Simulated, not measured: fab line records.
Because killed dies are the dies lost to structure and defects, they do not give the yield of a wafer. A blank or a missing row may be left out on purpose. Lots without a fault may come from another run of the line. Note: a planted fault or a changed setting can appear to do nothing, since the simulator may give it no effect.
One fault seen from 2 desks || flow gf180mcu || each desk holds nothing but its own numbers, with what lay behind them at the end

## FOR THE TOOL OWNER'S DESK: implanter-03
For each lot that ran on this tool, the mean over its sampled wafers that have a number, from the tool's own readings at GF_HV_LDD_IMPLANT_33. Marked OUT: a lot whose mean sits more than 4 standard deviations from the usual mean, which makes it out of limits; the brackets give that distance.
Columns: A = dose-ions-cm2 at GF_HV_LDD_IMPLANT_33, usual 7.501e+12; B = faraday-current-uA at GF_HV_LDD_IMPLANT_33, usual 42.1
{"lot": "L143", "first seen here": "day 15 12:53", "A": 7.498e+12, "B": 42.8}
{"lot": "L146", "first seen here": "day 16 08:47", "A": 7.509e+12, "B": 42.1}
{"lot": "L147", "first seen here": "day 16 19:02", "A": "1.162e+13 (+99 or more) OUT", "B": "65.6 (+30) OUT"}
{"lot": "L152", "first seen here": "day 18 08:52", "A": "1.162e+13 (+99 or more) OUT", "B": "64.9 (+29) OUT"}
This desk's finding: out of limits on L147, L152; first on L147, day 16 19:02 (dose-ions-cm2 at GF_HV_LDD_IMPLANT_33). Within limits: L143, L146.

## THE METROLOGY DESK
Means of the sampled wafers that have a number, per lot and without regard to the tool the lot ran on: this is what the gauges read. Marked OUT: a lot whose mean sits more than 4 standard deviations from the usual mean, which makes it out of limits; the brackets give that distance.
Columns: A = HV_LDD_3_TW at GF_HV_LDD_TW_MEAS_38, usual 1424; B = HV_LDD_RS at GF_HV_LDD_RS_MEAS_53, usual 418.1 ohm/sq; C = M2_OVL at GF_M2_OVL_MEAS_15, usual 1 nm; D = V2_BOW at GF_V2_BOW_MEAS_05, usual 99 um; E = cd-nm at GF_V2_CD_MEAS_14, usual 259.9 nm
{"lot": "L132", "first seen here": "day 11 20:05", "A": 1442, "B": 419.2, "C": 3, "D": 96, "E": 258.8}
{"lot": "L134", "first seen here": "day 12 07:26", "A": 1421, "B": 418.5, "C": -0, "D": 102, "E": 258.9}
{"lot": "L137", "first seen here": "day 13 11:38", "A": 1410, "B": 418.0, "C": 1, "D": 102, "E": 259.8}
{"lot": "L139", "first seen here": "day 14 05:45", "A": 1405, "B": 417.2, "C": -2, "D": 89, "E": 258.4}
{"lot": "L140", "first seen here": "day 14 15:06", "A": 1418, "B": 418.0, "C": -1, "D": 112, "E": 260.2}
{"lot": "L141", "first seen here": "day 14 23:05", "A": 1407, "B": 418.0, "C": 5, "D": 94, "E": 260.4}
{"lot": "L142", "first seen here": "day 15 05:42", "A": 1445, "B": 418.6, "C": 2, "D": 99, "E": 260.3}
{"lot": "L143", "first seen here": "day 15 13:35", "A": 1417, "B": 420.0, "C": -4, "D": 96, "E": 257.5}
{"lot": "L144", "first seen here": "day 15 16:57", "A": 1417, "B": 416.8, "C": 1, "D": 99, "E": 259.7}
{"lot": "L146", "first seen here": "day 16 09:29", "A": 1410, "B": 418.1, "C": -6, "D": 103, "E": 261.0}
{"lot": "L147", "first seen here": "day 16 19:43", "A": "1507 (+5.2) OUT", "B": "406.6 (-12) OUT", "C": -3, "D": 109, "E": 258.5}
{"lot": "L151", "first seen here": "day 18 04:35", "A": 1416, "B": 419.1, "C": -1, "D": 99, "E": 260.1}
{"lot": "L152", "first seen here": "day 18 09:34", "A": 1482, "B": "409.3 (-9.0) OUT", "C": 10, "D": 104, "E": 259.0}
This desk's result: L147, L152 out of limits, first on L147 (HV_LDD_3_TW at GF_HV_LDD_TW_MEAS_38), day 16 19:43. Within limits: L132, L134, L137, L139, L140, L141, L142, L143, L144, L146, L151.

## TAKEN TOGETHER
The tool owner's desk could have raised an alarm at day 16 19:02, on L147, L152.
L147, L152 would have let the metrology desk raise an alarm at day 16 19:43.
GF_HV_LDD_IMPLANT_33 was run on implanter-03 by each of the lots named.

## WHAT HAD BEEN PUT IN BY THE SIMULATOR
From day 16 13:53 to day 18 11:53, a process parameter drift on implanter-03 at GF_HV_LDD_IMPLANT_33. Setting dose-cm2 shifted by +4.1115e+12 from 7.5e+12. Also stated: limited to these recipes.
Lots struck among those shown: L147, L152.
Delay (hours) between the fault's onset and each desk's first out-of-limits reading: 5 at the tool owner's desk, 6 at the metrology desk.
